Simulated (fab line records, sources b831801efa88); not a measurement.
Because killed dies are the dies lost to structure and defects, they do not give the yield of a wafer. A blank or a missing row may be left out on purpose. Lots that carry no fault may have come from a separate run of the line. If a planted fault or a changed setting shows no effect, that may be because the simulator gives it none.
Which tool was responsible? + flow gf180mcu + route of 602 steps, sampled at 1 step: 6 lots, 18 wafers

WHAT THE GAUGES READ, wafer by wafer
GF_M3_THK_MEAS_06: measures by xrf.
| lot  | measured     | on            | M3_ALCU_THK (nm) |
|------|--------------|---------------|------------------|
| L919 | day 22 07:43 | film_metro-01 | 439 441 441      |
| L921 | day 23 04:31 | film_metro-03 | 444 445 450      |
| L925 | day 24 08:33 | film_metro-02 | 436 445 444      |
| L932 | day 26 12:21 | film_metro-01 | 433 446 444      |
| L935 | day 27 13:20 | film_metro-02 | 440 445 453      |
| L937 | day 28 08:32 | film_metro-01 | 452 439 451      |

EACH LOT AND THE TOOL THAT RAN IT (in order: tool; ch and the chambers of the sampled wafers; start)
The record holds no process step before these readings.

THE ANSWER, worked out from the rows above alone
Rule: the lots themselves supply what counts as usual. Put in order of their means at a reading, lots are off if they are a third of the lots or fewer, leave a main group of 4 or more, and stand apart from it by a gap of 3 or more times the standard deviation of the main group's means; of several such gaps the widest counts. The tables above print the reading to a certain number of digits; a main group whose means all agree to those digits is not used. A lot without any number at a reading at which 4 lots or more have one is off too. All remaining lots with rows at the step are treated as sound.
Nothing can be told from this: no lot is off at any reading shown.

WHAT THE SIMULATOR HAD INSERTED
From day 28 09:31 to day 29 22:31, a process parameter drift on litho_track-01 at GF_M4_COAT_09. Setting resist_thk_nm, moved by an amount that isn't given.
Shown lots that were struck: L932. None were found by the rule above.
